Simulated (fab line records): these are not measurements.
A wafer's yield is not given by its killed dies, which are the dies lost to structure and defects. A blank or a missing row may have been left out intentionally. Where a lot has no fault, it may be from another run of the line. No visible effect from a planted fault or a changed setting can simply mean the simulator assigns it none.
Chamber matching / flow sky130 / 4 sister chambers for SKY_VIA3_CMP_24 on cmp-01
The step polishes, stops on SiO2, t overpolish 20 s, target thk 0 nm. 8 wafers are shown with their chamber, then 7 later ones without.

== EACH WAFER AND ITS CHAMBER ==
wafer=L680.5; chamber=3; motor_current_A (A)=9.5; overpolish_run_s (s)=19.994
wafer=L684.2; chamber=1; motor_current_A (A)=12.2; overpolish_run_s (s)=19.998
wafer=L684.4; chamber=3; motor_current_A (A)=10.1; overpolish_run_s (s)=19.980
wafer=L687.4; chamber=2; motor_current_A (A)=11.1; overpolish_run_s (s)=20.009
wafer=L687.5; chamber=0; motor_current_A (A)=12.4; overpolish_run_s (s)=19.996
wafer=L687.6; chamber=1; motor_current_A (A)=12.4; overpolish_run_s (s)=20.004
wafer=L693.2; chamber=2; motor_current_A (A)=11.7; overpolish_run_s (s)=20.007
wafer=L693.3; chamber=0; motor_current_A (A)=12.1; overpolish_run_s (s)=19.992

== WAFERS MISSING THEIR CHAMBER ==
wafer=L693.5; motor_current_A (A)=11.6; overpolish_run_s (s)=19.987
wafer=L699.3; motor_current_A (A)=13.5; overpolish_run_s (s)=20.000
wafer=L699.4; motor_current_A (A)=12.4; overpolish_run_s (s)=19.992
wafer=L699.5; motor_current_A (A)=10.0; overpolish_run_s (s)=19.985
wafer=L698.3; motor_current_A (A)=13.5; overpolish_run_s (s)=19.983
wafer=L698.5; motor_current_A (A)=13.5; overpolish_run_s (s)=20.005
wafer=L698.6; motor_current_A (A)=11.7; overpolish_run_s (s)=19.996

== THE CHAMBER EACH PASSED THROUGH ==
wafer=L693.5; from the rows above=can't be placed: 0 or 1 or 2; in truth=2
wafer=L699.3; from the rows above=can't be placed: 1 or 0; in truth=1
wafer=L699.4; from the rows above=can't be placed: 0 or 1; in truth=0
wafer=L699.5; from the rows above=3; in truth=3
wafer=L698.3; from the rows above=can't be placed: 0 or 1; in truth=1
wafer=L698.5; from the rows above=can't be placed: 1 or 0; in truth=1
wafer=L698.6; from the rows above=can't be placed: 0 or 1 or 2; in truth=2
Correctly placed: 1 of 7. Not placeable from these rows: 6 (in 6, the candidates include the true chamber). 0 placed wrongly.
How it was worked out, from the rows above alone: a wafer's distance from a chamber is the root of the sum, over the readings, of the square of ((its reading less the chamber's mean) divided by the reading's scatter). If the next closest chamber is less than 2 further off than the closest, the wafer can't be placed; otherwise it belongs to the closest. Each chamber's mean is taken over the wafers shown for it. How the scatter is found: for the shown wafers, subtract from each reading the mean of its chamber, square and add these, divide the total by (wafers less chambers), then take the root.
